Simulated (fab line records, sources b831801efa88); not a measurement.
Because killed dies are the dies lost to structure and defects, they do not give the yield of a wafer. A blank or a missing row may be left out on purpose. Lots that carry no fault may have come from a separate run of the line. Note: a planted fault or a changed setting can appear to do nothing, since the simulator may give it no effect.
8D (eight disciplines) problem report, filled in by code + flow gf180mcu + the parts of the form that need people (team, actions taken, sign-off) are left out

== 1. THE ISSUE ==
At GF_V3_CVD_23, chamber_pressure_Torr averages 45.32 Torr over 3 wafers from 2 lots, while fault-free wafers read 40.00 Torr, standard deviation 0.088. Measured from the usual mean, that is +60 standard deviations.
The step: deposits W, target thk 350 nm, time 104.9 s.
Seen first at day 25 01:08 on cvd_w-02, wafer L954.4. The record has a number at this step for 36 wafers belonging to 12 lots. By rule, "out" or "out of limits" means more than 4 standard deviations away from the usual mean. All remaining wafers that have a number are taken as sound.

== 2. WHAT IT IS AND WHAT IT IS NOT ==
| question                    | is                     | is not                                                                                             |
|-----------------------------|------------------------|----------------------------------------------------------------------------------------------------|
| which readings at this step | chamber_pressure_Torr  | heater_power_w                                                                                     |
| which lots                  | L954, L955             | L948, L949, L951, L952, L953, L961, L963, L966, L967, L969                                         |
| which wafers of those lots  | L954.4, L954.5, L955.2 | L954.3, L955.1, L955.3                                                                             |
| read on which tools         | cvd_w-02               | cvd_w-01                                                                                           |
| when                        | from day 25 01:08      | up to then (16 sound wafers); but 17 sound wafers of L955, L961, L963, L966, L967, L969 came after |

== 3. WHAT RULES OUT EACH SUSPECT ==
Counting: any tool at a process step up to the reading remains a suspect provided it ran every lot that is out. Sound lots after the first of them don't rule it out here, since some wafers of a struck lot are sound.
- cvd_w-02 at GF_V3_CVD_23 (deposits W, target thk 350 nm, time 104.9 s): kept. Ran every lot that is out, first one L954 (day 25 01:08); last sound lot up to then L953 (day 24 12:17). Its own readings are out on those wafers: chamber_pressure_Torr.
- At GF_V3_CVD_23 on cvd_w-02, chamber 1 took the sound wafers of the same lots and chamber 0 took the wafers that are out.
Left after counting: cvd_w-02 at GF_V3_CVD_23.

== 4. THE CAUSE (what the simulator had put in) ==
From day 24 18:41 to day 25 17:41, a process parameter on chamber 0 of cvd_w-02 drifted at GF_V3_CVD_23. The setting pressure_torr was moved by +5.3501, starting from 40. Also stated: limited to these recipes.
The count eliminated every tool but this one.

== 5. THE CHAIN OF EFFECTS, in route order ==
Rows list readings where the struck wafers' mean (over those with a number) sits beyond 3 standard deviations from the usual. Only readings for which the record gives a usual standard deviation are gone through. hours: the time from each lot's start at the first step in this table that gives one to its start at this step, as a median over the lots. sigmas: the change in usual standard deviations.
| hours | step              | reading               | usual        | on struck wafers | change | sigmas |
|-------|-------------------|-----------------------|--------------|------------------|--------|--------|
| 0     | GF_V3_CVD_23      | chamber_pressure_Torr | 40.00 Torr   | 45.32            | +5.32  | +60    |
| 0     | GF_V3_RS_MEAS_24  | V3_W_RS               | 0.328 ohm/sq | 0.316            | -0.012 | -3.0   |
| 0     | GF_V3_THK_MEAS_25 | V3_W_THK              | 354 nm       | 370              | +16    | +3.1   |
Here are the process steps it includes:
- GF_V3_CVD_23: deposits W, target thk 350 nm, time 104.9 s.

== 6. WHAT WOULD HAVE CAUGHT IT SOONER ==
In this record no reading fell out of limits until day 25 01:08, 6 hours after the fault had begun at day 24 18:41.
